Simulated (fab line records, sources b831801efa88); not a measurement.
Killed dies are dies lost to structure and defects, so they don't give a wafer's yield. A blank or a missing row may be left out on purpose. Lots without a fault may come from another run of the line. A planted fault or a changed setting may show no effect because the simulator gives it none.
A struck lot beside a sound one | flow sky130 | 14 steps out of a route of 708
Sound: wafers L594.3, L594.5, L594.6. Struck: wafers L600.1, L600.2, L600.5. The cause comes at the end.
At each step with rows: each side's tool, then ch and its chambers, then its first start. Under that, the readings that differ: sound wafers | struck wafers | difference of the means | sigmas: that difference in standard deviations of wafers without a fault.
alike: readings whose means differ by less than 2 such deviations, and words and numbers that are the same on both sides. not compared: withheld readings, readings that some wafer has no value for, bounds like >300 that may hide the same value, and numbers for which the record gives no deviation and whose values overlap.
The two part at a step that has a row with sigmas, a row that says differs or no value, or rows on one side only. Numbers that don't overlap but have no deviation are shown without sigmas and don't part them. A reading that every wafer of one side lacks parts them only if that side has two wafers or more.

first, 2 steps without rows for these wafers: SKY_POLY_CUT_PEB_06; SKY_POLY_CUT_DEVELOP_07 (develop time 60 s).
SKY_POLY_CUT_CD_MEAS_08: target cd 270 nm.
  sound on cd_sem-01, day 27 04:07; struck on cd_sem-02, day 29 04:08
  alike: cd_nm
SKY_POLY_CUT_OVL_MEAS_09:
  sound on overlay-01, day 27 04:13; struck on overlay-01, day 29 04:15
  alike: POLY_CUT_OVL
SKY_POLY_CUT_ETCH_10: etches BARC in N2/H2, stops on SiO2, time 45.9 s, target depth 60 nm.
  sound on rie_diel-04 ch 0,1, day 27 04:14; struck on rie_diel-02 ch 1,2, day 29 04:17
  alike: drypump_motor_current_A, oes_product_au, throttle_valve_pct
  not compared: rf_hours_counter_h
SKY_POLY_CUT_ETCH_11: etches Si3N4 in CF4/CH2F2/Ar, stops on poly-Si, time 42.5 s, target depth 60 nm.
  sound on rie_diel-04 ch 0,1, day 27 04:17; struck on rie_diel-02 ch 1,2, day 29 04:20
  alike: drypump_motor_current_A, oes_product_au, throttle_valve_pct
  not compared: rf_hours_counter_h
SKY_POLY_CUT_STRIP_12: strips in O2/N2.
  sound on plasma_asher-01 ch 0,1, day 27 04:21; struck on plasma_asher-04 ch 0,1, day 29 04:22
  reading                     | sound       | struck      | difference | sigmas
  drypump_motor_current_A (A) | 5.1 5.0 5.9 | 6.2 6.1 6.1 | +0.8       | +2
  alike: o2_flow_sccm, oes_product_au, strip_time_to_endpoint_s
  not compared: rf_hours_counter_h
then, 5 steps without rows for these wafers: SKY_SD_P_DEHYDRATE_00 (time 60 s); SKY_SD_P_HMDS_01 (prime time 60 s); SKY_SD_P_COAT_02 (resist thk 1140 nm); SKY_SD_P_SOFTBAKE_03 (time 60 s); SKY_SD_P_EXPOSE_04 (exposes mask PSDM, target cd 380 nm).
SKY_SD_P_PEB_05:
  sound on litho_track-03 ch 0, day 28 08:31; struck on litho_track-03, day 30 07:52
  reading         | sound          | struck | difference                    | sigmas
  exhaust_pa (Pa) | 44.7 45.5 43.9 | - - -  | no value on the struck wafers |
  not compared: chill_plate_temp_C, time_s
then, 1 step without rows for these wafers: SKY_SD_P_DEVELOP_06 (develop time 60 s).

WHERE THEY PART
First at SKY_POLY_CUT_STRIP_12; last, within this record, at SKY_SD_P_PEB_05.

WHY: what the simulator had put in
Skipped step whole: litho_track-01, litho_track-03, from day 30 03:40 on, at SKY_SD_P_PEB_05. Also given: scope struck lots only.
